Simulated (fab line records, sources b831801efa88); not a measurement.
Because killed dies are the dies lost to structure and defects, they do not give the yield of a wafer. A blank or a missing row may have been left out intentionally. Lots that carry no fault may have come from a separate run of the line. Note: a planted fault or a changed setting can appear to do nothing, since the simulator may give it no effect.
Matching of chambers    flow gf180mcu    cmp-01 running GF_V1_CMP_04: 4 sister chambers
The step polishes SiO2. 7 wafers are shown with their chamber, then 7 later ones without.

## WAFERS, EACH WITH ITS CHAMBER
wafer   chamber  motor_current_A (A)  time_to_endpoint_s (s)
L500.3  1        10.2                 86
L500.6  2        12.2                 86
L501.3  0        12.5                 88
L501.5  2        12.4                 82
L501.6  3        11.9                 85
L509.1  1        10.8                 84
L509.4  0        12.5                 89

## WAFERS WITHOUT THEIR CHAMBER
wafer   motor_current_A (A)  time_to_endpoint_s (s)
L509.5  12.3                 92
L513.3  12.0                 78
L513.4  12.8                 93
L513.5  12.1                 84
L515.2  11.7                 70
L515.4  12.6                 84
L515.6  12.2                 77

## THE CHAMBER EACH PASSED THROUGH
wafer   from the rows above           in truth
L509.5  0                             0
L513.3  can't be placed: 2 or 3       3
L513.4  0                             0
L513.5  can't be placed: 2 or 3       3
L515.2  can't be placed: 2 or 3 or 1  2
L515.4  can't be placed: 2 or 0 or 3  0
L515.6  can't be placed: 2 or 3       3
Correctly placed: 2 of 7. From these rows, 5 cannot be placed; in 5 the true chamber is one of the candidates. Wrongly placed: 0.
How it was worked out, from the rows above alone: a wafer's distance from a chamber is the root of the sum, over the readings, of the square of ((its reading less the chamber's mean) divided by the reading's scatter). The wafer belongs to the nearest chamber; if the next one is less than 2 further off, it can't be placed. For every chamber, the mean is computed from those of its wafers that are shown. The scatter: the root of (the sum of the squares of (reading less its chamber's mean) over the shown wafers, divided by (wafers less chambers)).
